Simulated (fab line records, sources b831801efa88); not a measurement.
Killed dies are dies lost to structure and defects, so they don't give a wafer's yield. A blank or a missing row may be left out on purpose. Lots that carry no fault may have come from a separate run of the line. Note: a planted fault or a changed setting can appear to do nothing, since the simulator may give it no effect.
A struck lot beside a sound one | flow gf180mcu | 15 steps out of a route of 602
Sound: the wafers L368.1, L368.3, L368.6. The struck wafers were L373.2, L373.4, L373.5. The cause is given at the end.
For every step that has rows: the tool of each side, followed by ch and its chambers, followed by its first start. Under that, the readings that differ: sound wafers | struck wafers | difference of the means | sigmas: that difference in standard deviations of wafers without a fault.
alike: same words and numbers on both sides, and readings whose means sit less than 2 such deviations apart. not compared: any withheld reading, any reading some wafer has no value for, any bound like >300 that may hide the same value, and any number with overlapping values for which the record gives no deviation.
The two part at a step that has a row with sigmas, a row that says differs or no value, or rows on one side only. Numbers that have no deviation but don't overlap get no sigmas and don't part them. Lack of a reading on every wafer of one side parts them only where that side has two or more wafers.

first, 8 steps without rows for these wafers: GF_V4_DEHYDRATE_06 (time 60 s); GF_V4_HMDS_07 (prime time 60 s); GF_V4_COAT_08; GF_V4_COAT_09 (resist thk 1000 nm); GF_V4_SOFTBAKE_10 (time 60 s); GF_V4_EXPOSE_11 (exposes mask Via4, target cd 260 nm); GF_V4_PEB_12 (peb time 90 s); GF_V4_DEVELOP_13 (develop time 60 s).
GF_V4_CD_MEAS_14 targets a cd of 260 nm.
  sound on cd sem-01 at day 26 14:40; struck on cd sem-01 at day 28 11:23
  alike: cd nm
GF_V4_OVL_MEAS_15:
  sound on overlay-01 at day 26 14:47; struck on overlay-01 at day 28 11:29
  alike: V4_OVL
GF_V4_ETCH_16: etches BARC in N2/H2.
  sound on rie diel-04 ch 1,3, day 26 14:49; struck on rie diel-03 ch 1,2, day 28 11:31
  alike: chamber pressure mTorr, drypump motor current A, oes product au, throttle valve pct
GF_V4_ETCH_17: etches SiO2 in C4F8/O2/Ar, stops on TiN, target depth 630 nm.
  sound: rie diel-04 ch 1,3; struck: rie diel-03 ch 1,2
  alike: chamber pressure mTorr, oes product au
GF_V4_STRIP_18: strips in O2/N2.
  sound on plasma asher-02 ch 0,1, day 26 14:56; struck on plasma asher-02 ch 0,1, day 28 11:39
  reading          | sound       | struck      | difference | sigmas
  overash fraction | 0.5 0.5 0.5 | 0.7 0.7 0.7 | +0.2       |
  alike: chamber pressure mTorr, drypump motor current A, heater power w, oes product au
  not compared: rf hours counter h
then, 2 steps without rows for these wafers: GF_V4_STRIP_19 (strips in post etch residue remover, time 1200 s); GF_PASSIVATION_PROBE_99.

## WHERE THEY PART
Nowhere in this record.

WHY: what had been put in by the simulator
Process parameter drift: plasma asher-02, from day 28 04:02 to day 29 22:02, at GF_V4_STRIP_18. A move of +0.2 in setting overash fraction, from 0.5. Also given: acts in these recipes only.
